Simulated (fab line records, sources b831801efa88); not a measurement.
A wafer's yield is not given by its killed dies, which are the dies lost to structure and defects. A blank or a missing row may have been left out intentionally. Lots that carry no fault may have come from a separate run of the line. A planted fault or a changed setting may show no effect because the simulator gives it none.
fab line records -- flow sky130
record: lots: 7, wafers: 19, last_day: 50
route steps=708 shown METAL2@504 VIA2@507 PAD_OPEN@708
lots untouched by any fault: they come from a run of this same line in which no faults occurred
start_h: hours from the record's opening day to when the first of the lot's shown wafers began -- wait_h: time in hours since the lot's previous step -- " identical to the entry in the row above -- L1.1+2: a single row standing in for several wafers -- - no value present, or no start provided -- * or withheld: withheld -- < > ~ a bound
route shown NAME@n: a module of which the file shows steps, and the number in the route of the first -- usual: mean/standard deviation of fault-free wafers -- same: alike in all rows -- chamber/n: place in a boat -- sites: readings site by site -- _std_site: their standard deviation -- _edge_site: outer sites' mean less inner sites' -- radius_mm: for every site, how far away it sits from the centre of the wafer -- mask NAME#n: copy n -- behind: tool/chamber where the wafer was last shaped -- hold: cause of the lot's hold/its duration in hours/its outcome -- device: names the non-switching transistor (n, p or np) -- end of line: at the end of the route, the tests of the same wafers -- where a step has no rows: the recipe by itself -- killed: dies lost to structure and defects at the first sort, not the wafer's yield -- map: the dies of a wafer, with x for killed, . for not killed, _ for no die there
set.NAME: the run value of the setting; set.NAME@STEP: its run value at that earlier step -- model.NAME: the simulator's own value behind a step, which no gauge read
lots at selected steps of the route; one table per step, one row per wafer
services: from which hour (start_h, from the record's first day; less than 0 if before it) a tool's chamber was out of use, for how many hours, and why
== steps ==
step: SKY_METAL2_STRIP_21
recipe: chemistry: post_etch_residue_remover, time_s: 1200, temp_c: 72.5
step: SKY_METAL2_CLEAN_22
recipe: chemistry: IPA, time_s: 180, temp_c: 25
step: SKY_METAL2_CLEAN_23
recipe: chemistry: O3/DIW, dry: n2_spin
step: SKY_VIA2_HDPCVD_00
recipe: material: SiO2, target_thk_nm: 1180, sigma_open_frac: 0.3, time_s: 196.7, temp_c: 400, sih4_flow_sccm: 60, pressure_mtorr: 6
step: SKY_VIA2_THK_MEAS_01
recipe: reads: SiO2_of_VIA2_HDPCVD_00
usual: VIA2_HDPCVD_THK: 1177/12
lot.wafer,tool,chamber,start_h,wait_h,VIA2_HDPCVD_THK[nm]
L960.1,film_metro-03,-,845.03,0.1,1178
L960.2,film_metro-03,-,845.03,0.1,1172
L960.4,film_metro-03,-,845.03,0.1,1172
L961.3,film_metro-04,-,861.50,0.1,1159
L961.4,film_metro-04,-,861.50,0.1,1155
L961.6,film_metro-04,-,861.50,0.1,1159
L962.1,film_metro-04,-,885.21,0.1,1179
L962.2,film_metro-04,-,885.21,0.1,1183
L962.6,film_metro-04,-,885.21,0.1,1176
L965.1,film_metro-04,-,892.86,0.1,1168
L965.3,film_metro-04,-,892.86,0.1,1173
L965.5,film_metro-04,-,892.86,0.1,1169
L973.2,film_metro-01,-,948.53,0.1,1189
L973.4,film_metro-01,-,948.53,0.1,1153
L977.2,film_metro-04,-,977.68,0.1,1165
L977.4,film_metro-04,-,977.68,0.1,1174
L978.1,film_metro-01,-,979.10,0.1,1196
L978.3,film_metro-01,-,979.10,0.1,1187
L978.5,film_metro-01,-,979.10,0.1,1185
step: SKY_VIA2_CMP_02
recipe: material: SiO2, down_force_psi: 4, platen_rpm: 60, pad_velocity_m_s: 0.94248
usual: edge_zone_pressure_frac: 1.000/0.0051, motor_current_A: 11.5/1.4, slurry_flow_ml_min: 149.9/0.5
lot.wafer,tool,chamber,start_h,wait_h,edge_zone_pressure_frac,motor_current_A,slurry_flow_ml_min
L960.2,cmp-01,2,845.09,0.0,1.003,9.9,150.6
L960.1,cmp-01,0,845.09,0.0,0.992,10.1,149.2
L960.4,cmp-01,1,845.09,0.0,0.999,13.0,150.3
L961.3,cmp-01,0,861.54,0.0,1.005,10.6,150.0
L961.4,cmp-01,1,861.54,0.0,0.995,13.3,149.5
L961.6,cmp-01,1,861.54,0.0,0.997,13.9,149.3
L962.1,cmp-01,0,885.32,0.1,0.985,10.5,150.3
L962.2,cmp-01,2,885.32,0.1,0.994,9.7,149.6
L962.6,cmp-01,3,885.32,0.1,0.995,12.3,150.6
L965.3,cmp-01,2,892.92,0.0,0.995,9.7,150.3
L965.1,cmp-01,0,892.92,0.0,1.005,10.2,149.8
L965.5,cmp-01,3,892.92,0.0,0.993,11.2,150.3
L973.2,cmp-01,2,948.63,0.1,1.006,9.3,150.8
L973.4,cmp-01,3,948.63,0.1,0.999,12.3,148.9
L977.4,cmp-01,1,977.99,0.3,1.003,13.8,149.2
L977.2,cmp-01,2,977.99,0.3,0.994,9.6,148.8
L978.1,cmp-01,0,979.21,0.1,1.002,10.3,149.6
L978.3,cmp-01,2,979.21,0.1,1.000,10.2,150.0
L978.5,cmp-01,3,979.21,0.1,0.999,11.9,150.5
step: SKY_VIA2_BOW_MEAS_03
recipe: mode: bow
usual: VIA2_BOW: 85/6.4
lot.wafer,tool,chamber,start_h,wait_h,VIA2_BOW[um]
L960.1,film_metro-01,-,845.39,0.1,88
L960.2,film_metro-01,-,845.39,0.1,102
L960.4,film_metro-01,-,845.39,0.1,80
L961.3,film_metro-01,-,861.88,0.3,78
L961.4,film_metro-01,-,861.88,0.3,75
L961.6,film_metro-01,-,861.88,0.3,85
L962.1,film_metro-03,-,885.57,0.2,84
L962.2,film_metro-03,-,885.57,0.2,97
L962.6,film_metro-03,-,885.57,0.2,84
L965.1,film_metro-01,-,893.22,0.1,94
L965.3,film_metro-01,-,893.22,0.1,85
L965.5,film_metro-01,-,893.22,0.1,85
L973.2,film_metro-03,-,948.90,0.2,87
L973.4,film_metro-03,-,948.90,0.2,82
L977.2,film_metro-04,-,978.21,0.1,90
L977.4,film_metro-04,-,978.21,0.1,85
L978.1,film_metro-04,-,979.46,0.2,86
L978.3,film_metro-04,-,979.46,0.2,91
L978.5,film_metro-04,-,979.46,0.2,94
step: SKY_VIA2_DEHYDRATE_04
recipe: temp_c: 200, time_s: 60
step: SKY_VIA2_HMDS_05
recipe: prime_time_s: 60, prime_temp_c: 120
step: SKY_VIA2_COAT_06
recipe: resist: BARC, temp_c: withheld, time_s: withheld, spin_rpm: 3000, resist_thk_nm: 60
step: SKY_VIA2_COAT_07
recipe: resist: KrF-thick, spin_rpm: 3000, resist_thk_nm: 450
step: SKY_VIA2_SOFTBAKE_08
recipe: temp_c: 100, time_s: 90, resist: KrF-thick
step: SKY_VIA2_EXPOSE_09
recipe: mask_id: VIM2, na: 0.8, source_shape: annular, sigma_inner: 0.55, sigma_outer: 0.85, target_cd_nm: 200, dose_mj: 38
lot.wafer,tool,chamber,start_h,wait_h,mask
L960.1+2+4,krf_scanner-01,0,858.81,-,VIM2#0
L961.3+4+6,krf_scanner-01,0,874.63,-,VIM2#0
L962.1+2+6,krf_scanner-02,0,898.65,-,VIM2#0
L965.1+3+5,krf_scanner-02,0,906.52,-,VIM2#0
L973.2+4,krf_scanner-01,0,961.98,-,VIM2#0
L977.2+4,krf_scanner-01,0,990.53,-,VIM2#0
L978.1+3+5,krf_scanner-01,0,991.87,-,VIM2#0
step: SKY_VIA2_PEB_10
recipe: peb_temp_c: withheld, peb_time_s: withheld, resist: KrF-thick
step: SKY_VIA2_DEVELOP_11
recipe: develop_time_s: 60, resist: KrF-thick, dev_temp_c: 21
step: SKY_VIA2_CD_MEAS_12
recipe: target_cd_nm: 200
usual: cd_nm: 200.0/1.5
lot.wafer,tool,chamber,start_h,wait_h,hold,cd_nm
L960.1,cd_sem-02,-,870.68,-,-,198.0
L960.2,cd_sem-02,-,870.68,-,-,199.6
L960.4,cd_sem-02,-,870.68,-,-,197.7
L961.3,cd_sem-01,-,887.46,-,-,201.5
L961.4,cd_sem-01,-,887.46,-,-,201.1
L961.6,cd_sem-01,-,887.46,-,-,200.5
L962.1,cd_sem-02,-,911.79,-,-,202.6
L962.2,cd_sem-02,-,911.79,-,-,201.5
L962.6,cd_sem-02,-,911.79,-,-,201.9
L965.1,cd_sem-01,-,918.64,-,-,201.7
L965.3,cd_sem-01,-,918.64,-,-,201.9
L965.5,cd_sem-01,-,918.64,-,-,201.2
L973.2,cd_sem-02,-,973.80,-,await_dispo/0.2h/release,185.4
L973.4,cd_sem-02,-,973.80,-,await_dispo/0.2h/release,202.3
L973.2,cd_sem-02,-,974.09,0.3,-,184.9
L973.4,cd_sem-02,-,974.09,0.3,-,202.1
L977.2,cd_sem-02,-,1001.80,-,await_dispo/0.2h/release,183.1
L977.4,cd_sem-02,-,1001.80,-,await_dispo/0.2h/release,200.4
L977.2,cd_sem-02,-,1002.09,0.3,-,182.7
L977.4,cd_sem-02,-,1002.09,0.3,-,200.5
L978.1,cd_sem-02,-,1002.93,-,await_dispo/0.2h/release,184.6
L978.3,cd_sem-02,-,1002.93,-,await_dispo/0.2h/release,200.8
L978.5,cd_sem-02,-,1002.93,-,await_dispo/0.2h/release,202.5
L978.1,cd_sem-02,-,1003.22,0.3,-,184.5
L978.3,cd_sem-02,-,1003.22,0.3,-,201.1
L978.5,cd_sem-02,-,1003.22,0.3,-,202.3
step: SKY_VIA2_OVL_MEAS_13
usual: VIA2_OVL: -4/6
lot.wafer,tool,chamber,start_h,wait_h,hold,VIA2_OVL[nm]
L960.1,overlay-02,-,870.80,0.1,-,1
L960.2,overlay-02,-,870.80,0.1,-,6
L960.4,overlay-02,-,870.80,0.1,-,8
L961.3,overlay-01,-,887.55,0.1,-,-2
L961.4,overlay-01,-,887.55,0.1,-,3
L961.6,overlay-01,-,887.55,0.1,-,-5
L962.1,overlay-02,-,911.91,0.1,-,-3
L962.2,overlay-02,-,911.91,0.1,-,-8
L962.6,overlay-02,-,911.91,0.1,-,0
L965.1,overlay-02,-,918.76,0.1,-,-2
L965.3,overlay-02,-,918.76,0.1,-,2
L965.5,overlay-02,-,918.76,0.1,-,-12
L973.2,overlay-01,-,975.27,1.2,await_dispo/1.1h/release,-1
L973.4,overlay-01,-,975.27,1.2,await_dispo/1.1h/release,-5
L977.2,overlay-01,-,1004.61,2.5,await_dispo/2.4h/release,-3
L977.4,overlay-01,-,1004.61,2.5,await_dispo/2.4h/release,-1
L978.1,overlay-01,-,1008.39,5.2,await_dispo/5.1h/release,-7
L978.3,overlay-01,-,1008.39,5.2,await_dispo/5.1h/release,-5
L978.5,overlay-01,-,1008.39,5.2,await_dispo/5.1h/release,2
step: SKY_VIA2_ETCH_14
recipe: chemistry: N2/H2, target: BARC, ion_energy_ev: 200, source_w: 500, bias_w: 100, pressure_mtorr: 30, n2_flow_sccm: 100, h2_flow_sccm: 200, stop_on: SiO2, time_s: 45.9, target_depth_a: 600
usual: drypump_motor_current_A: 5.8/0.47, oes_product_au: 0.854/0.0044, throttle_valve_pct: 13.225/0.0093
lot.wafer,tool,chamber,start_h,wait_h,drypump_motor_current_A,oes_product_au,rf_hours_counter_h,throttle_valve_pct,model.VIA2.cd_nm
L960.1,rie_diel-02,2,870.84,0.0,5.0,0.854,8,13.219,197.7
L960.2,rie_diel-02,0,870.84,0.0,5.5,0.858,5,13.232,199.1
L960.4,rie_diel-02,2,870.84,0.0,5.0,0.849,-,13.235,197.7
L961.3,rie_diel-04,0,887.58,0.0,5.8,0.853,13,13.242,200.8
L961.4,rie_diel-04,3,887.58,0.0,6.0,0.859,24,13.238,201.2
L961.6,rie_diel-04,0,887.58,0.0,5.8,0.852,-,13.220,200.1
L962.1,rie_diel-04,1,911.94,0.0,5.9,0.854,13,13.220,202.3
L962.2,rie_diel-04,2,911.94,0.0,5.9,0.863,7,13.229,202.4
L962.6,rie_diel-04,1,911.94,0.0,5.9,0.857,-,13.233,202.6
L965.1,rie_diel-04,3,918.79,0.0,6.0,0.849,26,13.227,202.1
L965.3,rie_diel-04,1,918.79,0.0,5.9,0.848,14,13.238,202
L965.5,rie_diel-04,2,918.79,0.0,5.9,0.853,-,13.204,201.6
L973.2,rie_diel-04,0,975.30,0.0,5.8,0.855,16,13.206,184.7
L973.4,rie_diel-04,0,975.30,0.0,5.8,0.859,-,13.227,202
L977.2,rie_diel-04,0,1004.64,0.0,5.8,0.858,17,13.233,183.6
L977.4,rie_diel-04,2,1004.64,0.0,5.9,0.854,10,13.236,201.7
L978.1,rie_diel-02,1,1008.43,0.0,5.4,0.858,10,13.231,184
L978.3,rie_diel-02,0,1008.43,0.0,5.4,0.860,9,13.229,199.8
L978.5,rie_diel-02,3,1008.43,0.0,6.1,0.861,-,13.217,202.6
step: SKY_VIA2_ETCH_15
recipe: target: SiO2, chemistry: C4F8/O2/Ar, target_depth_nm: 546, stop_on: TiN, mask_material: KrF-thick, source_w: 1500, bias_w: 1200, pressure_mtorr: 40, c4f8_flow_sccm: withheld, O2_flow_sccm: 6, Ar_flow_sccm: 300, time_s: 84
usual: oes_product_au: 0.939/0.0052
lot.wafer,tool,chamber,start_h,wait_h,oes_product_au,rf_hours_counter_h,model.VIA2.cd_nm
L960.1,rie_diel-02,2,870.88,0.0,0.934,8,199.9
L960.2,rie_diel-02,0,870.88,0.0,0.940,5,202.5
L960.4,rie_diel-02,2,870.88,0.0,0.939,-,199.7
L961.3,rie_diel-04,0,887.62,0.0,0.936,13,197.7
L961.4,rie_diel-04,3,887.62,0.0,0.940,24,202.6
L961.6,rie_diel-04,0,887.62,0.0,0.949,-,197
L962.1,rie_diel-04,1,911.99,0.0,0.939,13,201.3
L962.2,rie_diel-04,2,911.99,0.0,0.939,7,202.5
L962.6,rie_diel-04,1,911.99,0.0,0.946,-,200.1
L965.1,rie_diel-04,3,918.84,0.0,0.952,26,203.3
L965.3,rie_diel-04,1,918.84,0.0,0.937,14,199.7
L965.5,rie_diel-04,2,918.84,0.0,0.939,-,200.5
L973.2,rie_diel-04,0,975.34,0.0,0.935,16,184
L973.4,rie_diel-04,0,975.34,0.0,0.940,-,199.6
L977.2,rie_diel-04,0,1004.68,0.0,0.945,17,181.5
L977.4,rie_diel-04,2,1004.68,0.0,0.944,10,199.3
L978.1,rie_diel-02,1,1008.47,0.0,0.938,10,186.7
L978.3,rie_diel-02,0,1008.47,0.0,0.938,9,201.8
L978.5,rie_diel-02,3,1008.47,0.0,0.939,-,203.6
step: SKY_VIA2_STRIP_16
recipe: chemistry: O2/N2, power_w: 1400, pressure_mtorr: 1500, platen_temp_c: withheld, o2_flow_sccm: 3000, n2_flow_sccm: 300, overash_fraction: 0.5
usual: drypump_motor_current_A: 5.64/0.28, oes_product_au: 0.399/0.0051, strip_time_to_endpoint_s: 4.061/0.022
lot.wafer,tool,chamber,start_h,wait_h,drypump_motor_current_A,oes_product_au,rf_hours_counter_h,strip_time_to_endpoint_s
L960.1,plasma_asher-01,1,870.94,0.0,5.57,0.395,105,4.024
L960.2,plasma_asher-01,0,870.94,0.0,5.28,0.399,105,4.038
L960.4,plasma_asher-01,1,870.94,0.0,5.56,0.395,-,3.984
L961.3,plasma_asher-04,1,887.72,0.1,6.22,0.404,-,4.050
L961.4,plasma_asher-04,0,887.72,0.1,5.80,0.401,-,4.060
L961.6,plasma_asher-04,1,887.72,0.1,6.23,0.393,-,4.044
L962.1,plasma_asher-04,0,912.05,0.0,5.78,0.397,77,4.029
L962.2,plasma_asher-04,1,912.05,0.0,6.24,0.398,77,4.046
L962.6,plasma_asher-04,1,912.05,0.0,6.19,0.399,-,4.033
L965.1,plasma_asher-03,0,918.90,0.0,5.72,0.399,19,4.051
L965.3,plasma_asher-03,0,918.90,0.0,5.74,0.392,-,4.044
L965.5,plasma_asher-03,1,918.90,0.0,5.46,0.403,-,4.056
L973.2,plasma_asher-03,1,975.54,0.2,5.49,0.392,24,4.090
L973.4,plasma_asher-03,0,975.54,0.2,5.76,0.403,-,4.089
L977.2,plasma_asher-01,0,1004.74,0.0,5.32,0.394,118,4.069
L977.4,plasma_asher-01,1,1004.74,0.0,5.52,0.397,-,4.057
L978.1,plasma_asher-04,1,1008.54,0.0,6.16,0.404,87,4.090
L978.3,plasma_asher-04,1,1008.54,0.0,6.20,0.408,-,4.101
L978.5,plasma_asher-04,0,1008.54,0.0,5.80,0.406,-,4.082
step: SKY_PAD_OPEN_PROBE_99
usual: defect_limited_yield: 82.0/1.9, killed_at_M0_to_M3: 45/6.9, killed_at_M4_up: 3.0/1.7, killed_at_contacts: 25/5.6, killed_at_front_end: 15/4.2, killed_at_other: 0.3/0.55, killed_dies: 89/9.6, killed_open: 49/7.2, killed_short: 39/6.5, sort_bin_3_pad_short: 0.9/0.44, sort_bin_5_function: 10.7/1.4, sort_bin_6_memory: 6.4/1.3, sort_n_pass: 403/9.6, sort_yield_pct: 82.0/1.9
same: gross_dies: 492, killed_at_back_side: 0, sort_bin_4_leakage[%]: 0, sort_bin_8_speed[%]: 0
lot.wafer,tool,chamber,start_h,wait_h,defect_limited_yield[%],killed_at_M0_to_M3,killed_at_M4_up,killed_at_contacts,killed_at_front_end,killed_at_other,killed_dies,killed_open,killed_short,sort_bin_3_pad_short[%],sort_bin_5_function[%],sort_bin_6_memory[%],sort_n_pass,sort_yield_pct[%],model.etest.via2_chain.rc_ohm
L960.1,prober-02,-,1092.55,0.1,84.8,40,2,17,16,0,75,43,32,2.0,7.9,5.3,417,84.8,10.01
L960.2,prober-02,-,1092.60,0.1,84.3,40,5,19,13,0,77,50,27,0.2,11.0,4.5,415,84.3,9.586
L960.4,prober-02,-,1092.70,0.2,85.0,38,2,22,12,0,74,42,32,1.6,8.1,5.3,418,85.0,10.16
L961.3,prober-01,-,1105.56,0.2,82.7,41,5,23,16,0,85,40,45,0.8,10.2,6.3,407,82.7,9.927
L961.4,prober-01,-,1105.61,0.2,84.8,35,4,25,11,0,75,44,31,1.2,9.1,4.9,417,84.8,9.382
L961.6,prober-01,-,1105.71,0.2,84.8,43,1,21,10,0,75,48,27,1.2,9.6,4.5,417,84.8,10.51
L962.1,prober-01,-,1128.59,0.1,81.3,53,3,22,13,1,92,51,41,0.6,8.7,9.3,400,81.3,10.07
L962.2,prober-01,-,1128.64,0.1,82.3,48,5,20,14,0,87,47,40,1.4,10.0,6.3,405,82.3,9.687
L962.6,prober-01,-,1128.84,0.2,84.8,37,3,21,12,2,75,35,38,1.2,8.9,5.1,417,84.8,10.39
L965.1,prober-02,-,1131.65,0.1,80.5,46,2,34,14,0,96,63,33,1.0,10.2,8.3,396,80.5,9.24
L965.3,prober-02,-,1131.75,0.2,79.5,44,4,38,14,1,101,54,47,1.0,12.6,6.9,391,79.5,9.558
L965.5,prober-02,-,1131.85,0.2,83.7,34,1,23,21,1,80,48,32,1.0,10.2,5.1,412,83.7,10.13
L973.2,prober-02,-,1171.15,0.1,79.3,50,1,26,25,0,102,63,39,0.6,11.8,8.3,390,79.3,11.74
L973.4,prober-02,-,1171.25,0.2,80.5,56,4,19,17,0,96,50,46,0.4,11.2,7.9,396,80.5,9.566
L977.2,prober-02,-,1193.35,0.1,79.9,61,2,22,11,3,99,53,42,1.2,11.8,7.1,393,79.9,11.99
L977.4,prober-02,-,1193.45,0.2,81.9,51,2,22,13,1,89,52,36,1.8,10.4,5.9,403,81.9,10.2
L978.1,prober-01,-,1193.68,0.1,80.1,44,3,32,19,0,98,51,45,1.0,12.2,6.7,394,80.1,11.73
L978.3,prober-01,-,1193.78,0.2,82.1,45,2,19,22,0,88,53,35,0.6,10.6,6.7,404,82.1,9.579
L978.5,prober-01,-,1193.88,0.2,80.1,47,8,24,19,0,98,55,43,0.4,12.4,7.1,394,80.1,9.644
killed by level:class
L960.1 VIA1:geometric_particle:open=12 VIA3:geometric_particle:open=10 CONTACT:geometric_particle:open=7 FIELD_ISO:geometric_particle:open=5 POLY_GATE:geometric_particle:short=4 METAL3:geometric_particle:short=4 POLY_GATE:geometric_particle:open=3 LOCAL_INTERCONNECT:geometric_particle:short=3
L960.2 VIA1:geometric_particle:open=17 CONTACT:geometric_particle:open=10 VIA3:geometric_particle:open=6 FIELD_ISO:geometric_particle:short=4 LI_CONTACT:geometric_particle:open=4 METAL2:geometric_particle:short=4 VIA2:geometric_particle:short=3 VIA2:geometric_particle:open=3
L960.4 VIA1:geometric_particle:open=13 LI_CONTACT:geometric_particle:open=9 VIA1:geometric_particle:short=6 VIA3:geometric_particle:open=5 LOCAL_INTERCONNECT:geometric_particle:short=4 CONTACT:geometric_particle:open=4 FIELD_ISO:geometric_particle:open=3 POLY_CUT:geometric_particle:short=3
L961.3 VIA2:geometric_particle:open=9 METAL1:geometric_particle:short=8 CONTACT:geometric_particle:open=7 LI_CONTACT:geometric_particle:short=5 METAL2:geometric_particle:short=5 LI_CONTACT:geometric_particle:open=4 CONTACT:geometric_particle:short=4 VIA1:geometric_particle:open=4
L961.4 CONTACT:geometric_particle:open=10 VIA3:geometric_particle:open=8 VIA2:geometric_particle:open=7 VIA1:geometric_particle:open=5 LOCAL_INTERCONNECT:geometric_particle:short=4 FIELD_ISO:geometric_particle:short=4 LI_CONTACT:geometric_particle:open=4 CONTACT:geometric_particle:short=4
L961.6 VIA1:geometric_particle:open=14 LI_CONTACT:geometric_particle:open=8 VIA2:geometric_particle:open=6 VIA3:geometric_particle:open=6 CONTACT:geometric_particle:open=5 METAL1:geometric_particle:short=4 FIELD_ISO:geometric_particle:short=4 VIA1:geometric_particle:short=3
L962.1 VIA1:geometric_particle:open=15 LI_CONTACT:geometric_particle:open=9 METAL2:geometric_particle:short=8 VIA3:geometric_particle:open=7 FIELD_ISO:geometric_particle:open=5 POLY_GATE:geometric_particle:short=5 VIA2:geometric_particle:open=5 VIA3:geometric_particle:short=5
L962.2 VIA1:geometric_particle:open=11 LOCAL_INTERCONNECT:geometric_particle:short=7 CONTACT:geometric_particle:open=7 VIA3:geometric_particle:open=7 METAL1:geometric_particle:short=6 VIA1:geometric_particle:short=5 METAL2:geometric_particle:short=5 VIA2:geometric_particle:open=5
L962.6 VIA1:geometric_particle:open=8 VIA1:geometric_particle:short=6 LI_CONTACT:geometric_particle:open=6 FIELD_ISO:geometric_particle:open=5 LI_CONTACT:geometric_particle:short=5 CONTACT:geometric_particle:open=5 METAL2:geometric_particle:short=5 FIELD_ISO:geometric_particle:short=3
L965.1 CONTACT:geometric_particle:open=10 VIA1:geometric_particle:open=10 VIA2:geometric_particle:open=9 LI_CONTACT:geometric_particle:open=9 VIA3:geometric_particle:open=9 LOCAL_INTERCONNECT:geometric_particle:short=6 VIA1:geometric_particle:short=5 LI_CONTACT:geometric_particle:short=5
L965.3 CONTACT:geometric_particle:open=12 LI_CONTACT:geometric_particle:open=10 LOCAL_INTERCONNECT:geometric_particle:short=10 VIA1:geometric_particle:open=8 VIA2:geometric_particle:open=7 VIA3:geometric_particle:open=7 VIA1:geometric_particle:short=6 POLY_GATE:geometric_particle:short=5
L965.5 VIA1:geometric_particle:open=14 CONTACT:geometric_particle:short=7 LI_CONTACT:geometric_particle:open=7 FIELD_ISO:geometric_particle:open=6 CONTACT:geometric_particle:open=6 FIELD_ISO:geometric_particle:short=5 METAL2:geometric_particle:short=5 POLY_GATE:geometric_particle:open=4
L973.2 VIA1:geometric_particle:open=13 VIA2:geometric_particle:open=9 CONTACT:geometric_particle:open=8 FIELD_ISO:geometric_particle:open=7 LI_CONTACT:geometric_particle:open=7 POLY_GATE:geometric_particle:open=6 CONTACT:geometric_particle:short=6 METAL1:geometric_particle:short=6
L973.4 METAL1:geometric_particle:short=10 VIA3:geometric_particle:open=8 VIA1:geometric_particle:open=7 METAL2:geometric_particle:short=7 VIA2:geometric_particle:open=7 FIELD_ISO:geometric_particle:open=6 LI_CONTACT:geometric_particle:open=6 VIA2:geometric_particle:short=5
L977.2 VIA2:geometric_particle:open=12 VIA1:geometric_particle:open=11 METAL2:geometric_particle:short=9 LI_CONTACT:geometric_particle:open=8 METAL1:geometric_particle:short=6 VIA3:geometric_particle:open=6 FIELD_ISO:geometric_particle:open=5 CONTACT:geometric_particle:open=5
L977.4 VIA2:geometric_particle:open=15 VIA3:geometric_particle:open=9 VIA1:geometric_particle:open=7 LI_CONTACT:geometric_particle:open=7 CONTACT:geometric_particle:open=5 METAL1:geometric_particle:short=5 LOCAL_INTERCONNECT:geometric_particle:short=4 CONTACT:geometric_particle:short=4
L978.1 CONTACT:geometric_particle:open=13 VIA1:geometric_particle:open=9 VIA3:geometric_particle:open=9 VIA1:geometric_particle:short=8 CONTACT:geometric_particle:short=7 FIELD_ISO:geometric_particle:short=6 LI_CONTACT:geometric_particle:open=6 VIA2:geometric_particle:open=6
L978.3 VIA1:geometric_particle:open=19 VIA3:geometric_particle:open=8 FIELD_ISO:geometric_particle:open=7 CONTACT:geometric_particle:short=6 LI_CONTACT:geometric_particle:open=6 VIA2:geometric_particle:open=6 POLY_GATE:geometric_particle:short=5 POLY_GATE:geometric_particle:open=5
L978.5 VIA3:geometric_particle:open=11 CONTACT:geometric_particle:open=10 VIA1:geometric_particle:open=8 LI_CONTACT:geometric_particle:open=7 METAL1:geometric_particle:short=7 METAL4:geometric_particle:short=6 VIA2:geometric_particle:open=5 FIELD_ISO:geometric_particle:short=4
== services ==
tool,chamber,start_h,hours,kind
cmp-01,-,823.30,1.3,repair
krf_scanner-01,-,853.82,1.3,pm
rie_diel-04,1,854.48,2.7,repair
krf_scanner-02,-,855.21,0.8,pm
rie_diel-02,1,868.47,9.3,repair
krf_scanner-02,-,875.66,0.4,repair
rie_diel-04,0,879.64,1.5,repair
krf_scanner-02,-,887.74,1.2,repair
plasma_asher-01,-,896.91,1.6,repair
krf_scanner-01,-,900.28,6.8,repair
krf_scanner-01,-,907.08,0.8,pm
cmp-01,-,912.21,4.0,pm
rie_diel-04,0,913.14,2.5,repair
cmp-01,-,916.21,-,consumable_replace:conditioner
cmp-01,-,916.21,-,consumable_replace:pad
krf_scanner-02,-,961.62,1.3,pm
rie_diel-04,2,971.29,7.3,repair
krf_scanner-02,-,974.40,1.0,pm
cmp-01,-,984.01,0.5,repair
krf_scanner-01,-,984.76,1.0,pm
plasma_asher-03,-,990.13,15.6,pm
krf_scanner-02,-,991.43,4.0,pm
cmp-01,-,994.52,0.3,repair
krf_scanner-02,-,1005.40,0.8,pm
== key ==
first_sign: step: SKY_VIA2_CD_MEAS_12, reading: visit, direction: added
effect: step: SKY_VIA2_CD_MEAS_12, reading: cd_nm, direction: down, sigmas: 11, usual: 200.0, struck: 184.4
model_effect: step: SKY_VIA2_ETCH_14, value: VIA2.cd_nm, without: 201.4, struck: 184.1
model_effect: step: SKY_VIA2_ETCH_15, value: VIA2.cd_nm, without: 201.4, struck: 184
model_effect: step: SKY_PAD_OPEN_PROBE_99, value: etest.via2_chain.rc_ohm, without: 9.938, struck: 11.82
met_at SKY_VIA2_EXPOSE_09
struck_wafers L973.2,L977.2,L978.1
onset_between 874.63 961.98
fault: kind: process_parameter_drift, tool: krf_scanner-01, chamber: -, onset_h: 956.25, steps: SKY_VIA2_EXPOSE_09, channel: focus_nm, offset: 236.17, shape: step, end_h: 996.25, scope: struck_wafers_only
